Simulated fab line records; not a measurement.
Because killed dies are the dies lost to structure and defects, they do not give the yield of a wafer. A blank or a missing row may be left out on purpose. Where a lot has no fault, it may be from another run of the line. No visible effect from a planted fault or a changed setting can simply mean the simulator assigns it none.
fab line records	flow sky130
record lots=15	wafers=45	last_day=49
route steps=708 shown VIA1@459 METAL2@483
lots that met no fault: from a run of the same line without faults
start_h: hours from the record's first day to the start of the lot's first wafer shown	wait_h: hours elapsed since this lot's preceding step	" unchanged from the row above	L1.1+2: a row that stands for several wafers	- no value, or no start was given	* or withheld: withheld	< > ~ a bound
route shown NAME@n: a module of which the file shows steps, and the number in the route of the first	usual: mean and standard deviation over wafers with no fault	same: alike in all rows	chamber/n: place in a boat	sites: readings site by site	_std_site: standard deviation across them	_edge_site: inner sites' mean taken away from outer sites' mean	radius_mm: how far each site lies from the wafer's centre	mask NAME#n: copy n	behind: tool/chamber where the wafer was last shaped	hold: cause of the lot's hold/its duration in hours/its outcome	device: the transistor (n, p or np) that didn't switch	end of line: at the end of the route, the tests of the same wafers	for a step that has no rows: nothing shown but its recipe	killed: count of dies lost to structure and defects at first sort (not the wafer's yield)	map: per-die view of a wafer (x killed, . not killed, _ where there is no die)
set.NAME: the setting that was run; set.NAME@STEP: the one run at that earlier step	model.NAME: the simulator's own value behind a step, which no gauge read
route steps across a sampled set of lots; one table per step, one row per wafer
services: a tool's chamber out of use, with start hour (start_h, from the record's first day; less than 0 if before it), hours out, and reason
## steps
# step SKY_VIA1_THK_MEAS_01
# recipe reads=SiO2_of_VIA1_HDPCVD_00
# usual VIA1_HDPCVD_THK=1025/10
lot.wafer	tool	chamber	start_h	wait_h	VIA1_HDPCVD_THK[nm]
L925.2	film_metro-02	-	799.24	0.1	1018
L925.3	"	-	"	"	1014
L925.4	"	-	"	"	1021
L928.1	film_metro-01	-	813.77	0.1	1040
L928.2	"	-	"	"	1014
L928.3	"	-	"	"	1012
L927.2	film_metro-01	-	818.37	0.1	1040
L927.5	"	-	"	"	1029
L927.6	"	-	"	"	1021
L929.1	film_metro-03	-	822.76	0.1	1021
L929.4	"	-	"	"	1021
L929.5	"	-	"	"	1025
L931.3	film_metro-02	-	842.20	0.1	1031
L931.4	"	-	"	"	1038
L931.6	"	-	"	"	1053
L932.1	film_metro-03	-	847.44	0.1	1030
L932.4	"	-	"	"	1048
L932.6	"	-	"	"	1027
L933.1	film_metro-01	-	852.06	0.1	1007
L933.2	"	-	"	"	1016
L933.6	"	-	"	"	1005
L934.1	film_metro-01	-	862.66	0.1	1020
L934.2	"	-	"	"	1030
L934.6	"	-	"	"	1034
L935.2	film_metro-02	-	870.48	0.1	1034
L935.3	"	-	"	"	1029
L935.4	"	-	"	"	1029
L936.2	film_metro-03	-	878.09	0.1	1021
L936.3	"	-	"	"	1021
L936.5	"	-	"	"	1030
L937.4	film_metro-01	-	891.66	0.0	1021
L937.5	"	-	"	"	1031
L937.6	"	-	"	"	1026
L939.1	film_metro-02	-	905.51	0.1	1026
L939.3	"	-	"	"	1020
L939.4	"	-	"	"	1027
L942.2	film_metro-01	-	916.28	0.1	1045
L942.3	"	-	"	"	1032
L942.5	"	-	"	"	1024
L943.1	film_metro-01	-	927.22	0.1	1027
L943.2	"	-	"	"	1032
L943.6	"	-	"	"	1044
L944.1	film_metro-03	-	931.61	0.1	1029
L944.5	"	-	"	"	1024
L944.6	"	-	"	"	1010
# step SKY_VIA1_CD_MEAS_12
# recipe target_cd_nm=150
# usual cd_nm=150.0/1.7
lot.wafer	tool	chamber	start_h	wait_h	cd_nm
L925.2	cd_sem-01	-	826.73	-	148.6
L925.3	"	-	"	"	149.2
L925.4	"	-	"	"	148.3
L928.1	cd_sem-02	-	840.77	-	151.6
L928.2	"	-	"	"	151.1
L928.3	"	-	"	"	151.4
L927.2	cd_sem-02	-	845.78	-	151.2
L927.5	"	-	"	"	152.2
L927.6	"	-	"	"	151.0
L929.1	cd_sem-02	-	849.68	-	149.1
L929.4	"	-	"	"	149.4
L929.5	"	-	"	"	148.3
L931.3	cd_sem-01	-	869.30	-	149.4
L931.4	"	-	"	"	150.5
L931.6	"	-	"	"	151.5
L932.1	cd_sem-01	-	874.36	-	151.0
L932.4	"	-	"	"	149.9
L932.6	"	-	"	"	150.1
L933.1	cd_sem-01	-	879.26	-	153.2
L933.2	"	-	"	"	154.7
L933.6	"	-	"	"	154.2
L934.1	cd_sem-01	-	889.08	-	148.1
L934.2	"	-	"	"	148.1
L934.6	"	-	"	"	147.2
L935.2	cd_sem-02	-	896.68	-	151.2
L935.3	"	-	"	"	152.6
L935.4	"	-	"	"	152.1
L936.2	cd_sem-01	-	904.64	-	150.1
L936.3	"	-	"	"	149.6
L936.5	"	-	"	"	150.2
L937.4	cd_sem-01	-	918.13	-	147.9
L937.5	"	-	"	"	148.6
L937.6	"	-	"	"	147.8
L939.1	cd_sem-02	-	931.52	-	153.0
L939.3	"	-	"	"	151.7
L939.4	"	-	"	"	152.8
L942.2	cd_sem-02	-	942.08	-	150.8
L942.3	"	-	"	"	150.5
L942.5	"	-	"	"	147.5
L943.1	cd_sem-02	-	952.42	-	148.2
L943.2	"	-	"	"	149.1
L943.6	"	-	"	"	148.8
L944.1	cd_sem-02	-	957.33	-	148.8
L944.5	"	-	"	"	148.1
L944.6	"	-	"	"	148.6
# step SKY_VIA1_ETCH_14
# recipe chemistry=N2/H2	target=BARC	ion_energy_ev=200	source_w=500	bias_w=100	pressure_mtorr=30	n2_flow_sccm=100	h2_flow_sccm=200	stop_on=SiO2	time_s=45.9	target_depth_a=600
# usual bias_w=100.03/0.29	chamber_pressure_mTorr=30.001/0.028	drypump_motor_current_A=5.68/0.28	n2_flow_sccm=100.0/0.34	oes_product_au=0.854/0.0046	throttle_valve_pct=13.225/0.0084
lot.wafer	tool	chamber	start_h	wait_h	bias_w	chamber_pressure_mTorr	drypump_motor_current_A	n2_flow_sccm	oes_product_au	rf_hours_counter_h	throttle_valve_pct
L925.2	rie_diel-02	2	826.86	0.0	100.07	29.969	5.62	100.0	0.853	3	13.209
L925.3	"	1	"	"	100.07	29.979	5.40	100.0	0.858	20	13.240
L925.4	"	0	"	"	99.64	29.985	5.94	100.2	0.854	2	13.218
L928.1	rie_diel-02	1	840.93	0.0	99.80	29.985	5.42	100.0	0.854	20	13.217
L928.2	"	2	"	"	100.15	30.017	5.64	99.5	0.842	3	13.218
L928.3	"	0	"	"	99.80	30.011	5.94	100.2	0.856	2	13.239
L927.2	rie_diel-04	1	845.91	0.0	99.54	29.985	5.87	100.1	0.852	20	13.238
L927.5	"	0	"	"	99.90	30.022	5.46	100.2	0.848	-	13.217
L927.6	"	1	"	"	99.85	30.022	5.87	100.1	0.862	-	13.207
L929.1	rie_diel-03	3	849.84	0.0	99.95	30.034	5.42	100.3	0.858	5	13.219
L929.4	"	3	"	"	99.98	30.029	5.45	100.1	0.854	-	13.230
L929.5	"	1	"	"	100.24	29.951	6.40	100.6	0.856	-	13.205
L931.3	rie_diel-03	1	869.41	0.0	100.00	29.976	6.38	100.2	0.854	7	13.218
L931.4	"	0	"	"	99.58	30.001	6.08	100.2	0.865	3	13.238
L931.6	"	3	"	"	100.32	29.989	5.44	99.9	0.851	-	13.236
L932.1	rie_diel-02	2	874.51	0.0	100.34	29.978	5.63	100.0	0.853	4	13.231
L932.4	"	2	"	"	99.93	30.006	5.62	100.2	0.849	-	13.242
L932.6	"	1	"	"	100.21	30.016	5.41	100.0	0.853	-	13.221
L933.1	rie_diel-04	2	879.41	0.0	99.95	30.003	5.45	100.3	0.858	13	13.211
L933.2	"	0	"	"	99.72	29.986	5.46	99.6	0.850	17	13.231
L933.6	"	3	"	"	100.32	30.033	5.45	100.4	0.851	-	13.222
L934.1	rie_diel-03	2	889.24	0.0	99.82	30.091	5.63	99.6	0.854	16	13.216
L934.2	"	3	"	"	100.38	30.006	5.44	100.5	0.847	6	13.213
L934.6	"	2	"	"	100.05	29.995	5.63	99.5	0.856	-	13.218
L935.2	rie_diel-02	1	896.81	0.0	99.75	30.021	5.42	100.1	0.851	21	13.221
L935.3	"	2	"	"	100.58	29.975	5.63	99.8	0.851	5	13.225
L935.4	"	0	"	"	100.18	30.005	5.91	100.2	0.852	4	13.220
L936.2	rie_diel-03	3	904.78	0.0	100.12	30.045	5.43	99.9	0.854	6	13.222
L936.3	"	2	"	"	99.56	30.023	5.62	99.8	0.859	17	13.213
L936.5	"	3	"	"	100.30	29.980	5.43	100.2	0.851	-	13.218
L937.4	rie_diel-03	2	918.23	0.0	100.07	30.015	5.61	99.7	0.854	17	13.236
L937.5	"	3	"	"	100.30	30.002	5.43	100.1	0.851	-	13.218
L937.6	"	0	"	"	100.38	30.012	6.06	100.4	0.854	-	13.223
L939.1	rie_diel-03	1	931.68	0.0	99.83	30.015	6.39	100.1	0.856	9	13.225
L939.3	"	2	"	"	100.06	29.991	5.62	99.8	0.858	18	13.231
L939.4	"	0	"	"	100.03	30.019	6.08	100.2	0.856	5	13.224
L942.2	rie_diel-03	1	942.21	0.0	-	-	-	-	-	-	-
L942.3	"	2	"	"	-	-	-	-	-	-	-
L942.5	"	3	"	"	-	-	-	-	-	-	-
L943.1	rie_diel-02	3	952.58	0.0	-	-	-	-	-	-	-
L943.2	"	0	"	"	-	-	-	-	-	-	-
L943.6	"	1	"	"	-	-	-	-	-	-	-
L944.1	rie_diel-02	1	957.49	0.0	-	-	-	-	-	-	-
L944.5	"	2	"	"	-	-	-	-	-	-	-
L944.6	"	3	"	"	-	-	-	-	-	-	-
# step SKY_VIA1_ETCH_15
# recipe target=SiO2	chemistry=C4F8/O2/Ar	target_depth_nm=351	stop_on=TiN	mask_material=KrF-thick	source_w=1500	bias_w=1200	pressure_mtorr=40	c4f8_flow_sccm=withheld	O2_flow_sccm=6	Ar_flow_sccm=300	time_s=54
# usual bias_w=1200/3.6	chamber_pressure_mTorr=40.00/0.034	oes_product_au=0.983/0.0055
lot.wafer	tool	chamber	start_h	wait_h	bias_w	chamber_pressure_mTorr	oes_product_au	rf_hours_counter_h
L925.2	rie_diel-02	2	826.90	0.0	1202	40.00	0.975	3
L925.3	"	1	"	"	1199	39.94	0.983	20
L925.4	"	0	"	"	1201	39.93	0.980	2
L928.1	rie_diel-02	1	840.97	0.0	1202	39.96	0.991	20
L928.2	"	2	"	"	1210	40.01	0.980	3
L928.3	"	0	"	"	1201	40.01	0.983	2
L927.2	rie_diel-04	1	845.95	0.0	1207	40.00	0.974	20
L927.5	"	0	"	"	1198	39.97	0.972	-
L927.6	"	1	"	"	1208	40.04	0.975	-
L929.1	rie_diel-03	3	849.88	0.0	1193	39.97	0.979	5
L929.4	"	3	"	"	1196	39.98	0.983	-
L929.5	"	1	"	"	1202	40.02	0.988	-
L931.3	rie_diel-03	1	869.46	0.0	1193	39.97	0.987	7
L931.4	"	0	"	"	1201	39.98	0.989	3
L931.6	"	3	"	"	1195	40.00	0.990	-
L932.1	rie_diel-02	2	874.56	0.0	1206	40.02	0.987	4
L932.4	"	2	"	"	1202	39.97	0.978	-
L932.6	"	1	"	"	1202	40.08	0.977	-
L933.1	rie_diel-04	2	879.46	0.0	1206	40.06	0.981	13
L933.2	"	0	"	"	1196	39.98	0.972	17
L933.6	"	3	"	"	1196	40.03	0.992	-
L934.1	rie_diel-03	2	889.28	0.0	1200	39.99	0.981	16
L934.2	"	3	"	"	1207	40.01	0.985	6
L934.6	"	2	"	"	1204	40.01	0.984	-
L935.2	rie_diel-02	1	896.86	0.0	1200	39.98	0.985	21
L935.3	"	2	"	"	1201	39.97	0.986	5
L935.4	"	0	"	"	1201	39.95	0.984	4
L936.2	rie_diel-03	3	904.82	0.0	1194	40.02	0.971	6
L936.3	"	2	"	"	1193	39.99	0.986	17
L936.5	"	3	"	"	1199	40.02	0.989	-
L937.4	rie_diel-03	2	918.27	0.0	1203	40.03	0.980	17
L937.5	"	3	"	"	1202	39.92	0.987	-
L937.6	"	0	"	"	1205	40.04	0.973	-
L939.1	rie_diel-03	1	931.72	0.0	1207	39.99	0.977	9
L939.3	"	2	"	"	1197	40.06	0.980	18
L939.4	"	0	"	"	1203	40.00	0.984	5
L942.2	rie_diel-03	1	942.26	0.0	1203	39.98	0.374	9
L942.3	"	2	"	"	1198	39.97	0.383	18
L942.5	"	3	"	"	1206	40.00	0.369	-
L943.1	rie_diel-02	3	952.62	0.0	1200	39.98	0.374	9
L943.2	"	0	"	"	1204	40.01	0.379	5
L943.6	"	1	"	"	1195	39.98	0.371	-
L944.1	rie_diel-02	1	957.53	0.0	1205	40.02	0.379	23
L944.5	"	2	"	"	1204	39.99	0.376	-
L944.6	"	3	"	"	1201	40.00	0.379	-
# step SKY_VIA1_STRIP_16
# recipe chemistry=O2/N2	power_w=1400	pressure_mtorr=1500	platen_temp_c=withheld	o2_flow_sccm=3000	n2_flow_sccm=300	overash_fraction=0.5
# usual drypump_motor_current_A=6.2/0.45	n2_flow_sccm=300.0/0.82	oes_product_au=0.415/0.0041	strip_time_to_endpoint_s=4.453/0.024
lot.wafer	tool	chamber	start_h	wait_h	drypump_motor_current_A	n2_flow_sccm	oes_product_au	rf_hours_counter_h	strip_time_to_endpoint_s
L925.2	plasma_asher-04	0	826.95	0.0	6.5	299.6	0.413	8	4.451
L925.3	"	0	"	"	6.5	299.2	0.416	-	4.436
L925.4	"	1	"	"	6.3	299.2	0.409	-	4.453
L928.1	plasma_asher-03	1	841.02	0.0	6.8	300.5	0.423	103	4.445
L928.2	"	0	"	"	5.9	299.8	0.407	103	4.459
L928.3	"	1	"	"	6.8	300.7	0.412	-	4.442
L927.2	plasma_asher-02	1	846.00	0.0	5.9	299.7	0.415	39	4.438
L927.5	"	0	"	"	5.5	299.9	0.420	-	4.468
L927.6	"	1	"	"	5.9	299.8	0.407	-	4.430
L929.1	plasma_asher-03	1	849.93	0.0	6.8	301.1	0.412	104	4.450
L929.4	"	1	"	"	6.8	301.0	0.410	-	4.459
L929.5	"	0	"	"	5.9	300.9	0.419	-	4.467
L931.3	plasma_asher-02	0	869.54	0.1	5.5	299.7	0.415	-	4.455
L931.4	"	1	"	"	6.0	301.0	0.419	-	4.473
L931.6	"	1	"	"	5.9	299.1	0.414	-	4.445
L932.1	plasma_asher-03	0	874.60	0.0	5.9	300.4	0.418	107	4.443
L932.4	"	0	"	"	5.9	300.9	0.413	-	4.465
L932.6	"	1	"	"	6.8	300.3	0.411	-	4.413
L933.1	plasma_asher-02	0	879.50	0.0	5.5	299.3	0.411	43	4.450
L933.2	"	1	"	"	5.9	300.5	0.412	43	4.459
L933.6	"	0	"	"	5.5	298.4	0.407	-	4.440
L934.1	plasma_asher-04	0	889.33	0.0	6.5	300.3	0.415	13	4.464
L934.2	"	1	"	"	6.3	301.0	0.418	13	4.484
L934.6	"	0	"	"	6.5	300.7	0.416	-	4.463
L935.2	plasma_asher-02	1	896.90	0.0	5.9	300.1	0.415	45	4.421
L935.3	"	0	"	"	5.4	300.6	0.411	-	4.400
L935.4	"	1	"	"	5.9	299.0	0.418	-	4.477
L936.2	plasma_asher-04	1	904.87	0.0	6.3	299.8	0.418	14	4.440
L936.3	"	0	"	"	6.5	299.4	0.412	-	4.431
L936.5	"	1	"	"	6.3	300.2	0.417	-	4.461
L937.4	plasma_asher-04	1	918.35	0.1	6.3	299.9	0.416	-	4.482
L937.5	"	0	"	"	6.5	299.4	0.426	-	4.446
L937.6	"	1	"	"	6.3	299.9	0.416	-	4.486
L939.1	plasma_asher-04	1	931.77	0.0	6.3	299.6	0.416	17	4.445
L939.3	"	1	"	"	6.3	297.1	0.413	-	4.462
L939.4	"	0	"	"	6.5	300.4	0.415	-	4.475
L942.2	plasma_asher-02	0	942.30	0.0	5.5	300.2	0.433	49	4.887
L942.3	"	1	"	"	5.9	298.6	0.437	-	4.884
L942.5	"	1	"	"	5.9	299.8	0.435	-	4.874
L943.1	plasma_asher-03	0	952.67	0.0	5.9	300.6	0.432	115	4.899
L943.2	"	1	"	"	6.8	300.2	0.432	115	4.915
L943.6	"	0	"	"	5.9	301.0	0.434	-	4.864
L944.1	plasma_asher-03	1	957.58	0.0	6.8	300.6	0.437	116	4.882
L944.5	"	0	"	"	5.9	300.3	0.438	-	4.882
L944.6	"	1	"	"	6.8	299.1	0.437	-	4.892
# step SKY_METAL2_SPUTTER_00
# recipe material=Ti	target_thk_nm=15	power_w=3000	time_s=10	chamber_pressure_pa=0.4
# usual cathode_dc_power_W=2999.9/0.6	throttle_valve_pct=30.1/0.74
lot.wafer	tool	chamber	start_h	wait_h	cathode_dc_power_W	throttle_valve_pct
L925.2	pvd_sputter-03	-	828.22	0.1	3000.5	29.8
L925.3	"	-	"	"	2999.7	29.2
L925.4	"	-	"	"	3000.8	30.6
L928.1	pvd_sputter-02	-	842.25	0.2	3000.5	30.0
L928.2	"	-	"	"	3000.5	30.6
L928.3	"	-	"	"	2999.8	29.9
L927.2	pvd_sputter-02	-	847.23	0.2	3000.3	30.0
L927.5	"	-	"	"	3000.6	31.0
L927.6	"	-	"	"	3000.0	29.8
L929.1	pvd_sputter-03	-	851.28	0.2	2999.8	30.2
L929.4	"	-	"	"	3000.0	30.0
L929.5	"	-	"	"	2999.2	30.7
L931.3	pvd_sputter-03	-	870.77	0.2	2999.7	30.2
L931.4	"	-	"	"	3000.4	30.5
L931.6	"	-	"	"	3000.8	29.3
L932.1	pvd_sputter-04	-	875.98	0.2	2999.7	29.8
L932.4	"	-	"	"	2999.7	29.3
L932.6	"	-	"	"	3001.1	31.7
L933.1	pvd_sputter-04	-	880.73	0.2	2999.6	29.1
L933.2	"	-	"	"	2999.9	31.5
L933.6	"	-	"	"	2999.5	30.0
L934.1	pvd_sputter-02	-	891.85	0.2	2999.7	30.7
L934.2	"	-	"	"	2999.2	30.0
L934.6	"	-	"	"	2999.8	28.1
L935.2	pvd_sputter-02	-	898.49	0.2	3000.6	28.4
L935.3	"	-	"	"	2999.4	30.4
L935.4	"	-	"	"	2999.1	30.3
L936.2	pvd_sputter-04	-	906.51	0.2	2998.9	30.6
L936.3	"	-	"	"	2999.6	30.1
L936.5	"	-	"	"	2999.9	30.1
L937.4	pvd_sputter-03	-	919.98	0.1	3000.1	29.7
L937.5	"	-	"	"	3000.0	30.4
L937.6	"	-	"	"	3000.4	29.2
L939.1	pvd_sputter-04	-	933.43	0.2	2999.4	30.0
L939.3	"	-	"	"	2999.3	29.4
L939.4	"	-	"	"	3000.1	31.4
## services
tool	chamber	start_h	hours	kind
rie_diel-03	0	826.54	25.3	repair
pvd_sputter-04	0	828.41	-	consumable_replace:kit
pvd_sputter-04	0	828.41	18.0	scheduled_down
pvd_sputter-04	0	828.41	18.0	vent_cycle
rie_diel-03	3	828.75	10.5	repair
pvd_sputter-03	0	829.98	-	consumable_replace:kit
plasma_asher-04	-	830.00	13.5	repair
rie_diel-03	1	834.02	8.3	repair
pvd_sputter-04	-	851.03	2.2	repair
pvd_sputter-03	-	858.97	9.0	repair
rie_diel-02	-	865.48	1.3	repair
rie_diel-02	3	869.92	11.1	repair
rie_diel-02	1	875.36	3.0	repair
pvd_sputter-04	-	883.97	4.0	repair
plasma_asher-04	-	895.50	4.2	repair
rie_diel-02	-	901.21	2.5	repair
rie_diel-03	1	903.36	2.0	repair
pvd_sputter-03	-	922.83	1.7	repair
rie_diel-02	-	927.40	2.8	pm
pvd_sputter-02	-	929.69	2.3	repair
rie_diel-02	0	932.07	8.8	repair
rie_diel-02	2	941.72	3.5	repair
pvd_sputter-04	-	945.86	9.6	repair
plasma_asher-04	-	949.84	7.5	repair
## key
first_sign step=SKY_VIA1_ETCH_14	reading=tool_record	direction=missing
effect step=SKY_VIA1_ETCH_15	reading=oes_product_au	direction=down	sigmas=99+	usual=0.983	struck=0.376
effect step=SKY_VIA1_STRIP_16	reading=strip_time_to_endpoint_s	direction=up	sigmas=18	usual=*	struck=*
met_at SKY_VIA1_ETCH_14
struck_lots L942,L943,L944
later_rows_left_out L942.2,L942.3,L942.5,L943.1,L943.2,L943.6,L944.1,L944.5,L944.6
sort_left_out L942.2,L942.3,L942.5,L943.1,L943.2,L943.6,L944.1,L944.5,L944.6
not_acting_at SKY_VIA1_THK_MEAS_01,SKY_VIA1_CD_MEAS_12,SKY_METAL2_SPUTTER_00
onset_between 931.68 942.21
fault kind=skipped_step_whole	tool=rie_diel-02,rie_diel-03	chamber=-	onset_h=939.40	steps=SKY_VIA1_ETCH_14	scope=struck_lots_only
# sort_left_out: the simulated sort isn't trusted on such a fault, so these wafers' sort isn't shown, and their yield isn't known
# later_rows_left_out: the simulator's readings of these wafers behind a module that went badly wrong aren't trusted and aren't shown, but for the sort
